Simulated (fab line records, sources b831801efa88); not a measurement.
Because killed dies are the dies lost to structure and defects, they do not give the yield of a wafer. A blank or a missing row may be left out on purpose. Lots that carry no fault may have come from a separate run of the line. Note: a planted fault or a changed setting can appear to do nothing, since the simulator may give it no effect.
Chamber matching / flow gf180mcu / GF_V2_ETCH_16 on rie diel-04: 4 sister chambers
The step etches BARC in N2/H2. 16 wafers are shown with their chamber, then 8 later ones without.

WAFERS PAIRED WITH THEIR CHAMBERS
wafer=L075.1; chamber=2; drypump motor current A (A)=5.1; oes product au (a.u.)=0.862; rf fwd power W (W)=492.7
wafer=L075.4; chamber=0; drypump motor current A (A)=5.3; oes product au (a.u.)=0.856; rf fwd power W (W)=495.2
wafer=L075.5; chamber=1; drypump motor current A (A)=5.9; oes product au (a.u.)=0.854; rf fwd power W (W)=495.1
wafer=L076.2; chamber=0; drypump motor current A (A)=5.3; oes product au (a.u.)=0.859; rf fwd power W (W)=493.1
wafer=L076.5; chamber=3; drypump motor current A (A)=5.2; oes product au (a.u.)=0.853; rf fwd power W (W)=495.0
wafer=L076.6; chamber=0; drypump motor current A (A)=5.3; oes product au (a.u.)=0.854; rf fwd power W (W)=490.5
wafer=L084.3; chamber=1; drypump motor current A (A)=5.8; oes product au (a.u.)=0.857; rf fwd power W (W)=497.4
wafer=L084.5; chamber=0; drypump motor current A (A)=5.3; oes product au (a.u.)=0.855; rf fwd power W (W)=492.5
wafer=L084.6; chamber=1; drypump motor current A (A)=5.8; oes product au (a.u.)=0.850; rf fwd power W (W)=494.9
wafer=L085.1; chamber=0; drypump motor current A (A)=5.4; oes product au (a.u.)=0.853; rf fwd power W (W)=495.6
wafer=L085.2; chamber=3; drypump motor current A (A)=5.1; oes product au (a.u.)=0.857; rf fwd power W (W)=495.9
wafer=L085.3; chamber=1; drypump motor current A (A)=5.8; oes product au (a.u.)=0.860; rf fwd power W (W)=494.3
wafer=L088.1; chamber=1; drypump motor current A (A)=5.8; oes product au (a.u.)=0.857; rf fwd power W (W)=494.0
wafer=L088.3; chamber=3; drypump motor current A (A)=5.1; oes product au (a.u.)=0.849; rf fwd power W (W)=495.5
wafer=L088.6; chamber=1; drypump motor current A (A)=5.8; oes product au (a.u.)=0.847; rf fwd power W (W)=494.4
wafer=L095.1; chamber=0; drypump motor current A (A)=5.4; oes product au (a.u.)=0.850; rf fwd power W (W)=495.8

SIGNATURES, as means of the wafers listed above
reading=drypump motor current A; chamber 0=5.333; chamber 1=5.817; chamber 2=5.100; chamber 3=5.133; scatter within a chamber=0.0486
reading=oes product au; chamber 0=0.85450; chamber 1=0.85417; chamber 2=0.86200; chamber 3=0.85300; scatter within a chamber=0.00404
reading=rf fwd power W; chamber 0=493.783; chamber 1=495.017; chamber 2=492.700; chamber 3=495.467; scatter within a chamber=1.59
Rule: a wafer's distance from a chamber is the root of the sum, over the readings, of the square of ((its reading less the chamber's mean) divided by the reading's scatter). If the next closest chamber is less than 2 further off than the closest, the wafer can't be placed; otherwise it belongs to the closest. The scatter is the square root of a quotient: the sum, over the shown wafers, of each reading's squared deviation from its chamber's mean, divided by wafers minus chambers.

WAFERS WHOSE CHAMBER IS MISSING
wafer=L095.4; drypump motor current A (A)=5.1; oes product au (a.u.)=0.865; rf fwd power W (W)=497.2
wafer=L095.5; drypump motor current A (A)=5.1; oes product au (a.u.)=0.855; rf fwd power W (W)=496.3
wafer=L096.3; drypump motor current A (A)=5.3; oes product au (a.u.)=0.850; rf fwd power W (W)=496.2
wafer=L096.4; drypump motor current A (A)=5.1; oes product au (a.u.)=0.857; rf fwd power W (W)=494.1
wafer=L096.6; drypump motor current A (A)=5.1; oes product au (a.u.)=0.861; rf fwd power W (W)=494.6
wafer=L097.2; drypump motor current A (A)=5.1; oes product au (a.u.)=0.852; rf fwd power W (W)=496.5
wafer=L097.3; drypump motor current A (A)=5.1; oes product au (a.u.)=0.850; rf fwd power W (W)=494.1
wafer=L097.6; drypump motor current A (A)=5.1; oes product au (a.u.)=0.849; rf fwd power W (W)=498.6

CHAMBER TAKEN BY EACH
wafer=L095.4; from the rows above=can't be placed: 2 or 3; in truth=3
wafer=L095.5; from the rows above=can't be placed: 3 or 2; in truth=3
wafer=L096.3; from the rows above=can't be placed: 0 or 3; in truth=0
wafer=L096.4; from the rows above=can't be placed: 3 or 2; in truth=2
wafer=L096.6; from the rows above=can't be placed: 2 or 3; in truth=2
wafer=L097.2; from the rows above=3; in truth=3
wafer=L097.3; from the rows above=can't be placed: 3 or 2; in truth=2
wafer=L097.6; from the rows above=3; in truth=3
2 of 8 placed correctly. These rows do not allow placing 6 (true chamber among the candidates in 6). Number placed wrongly: 0.
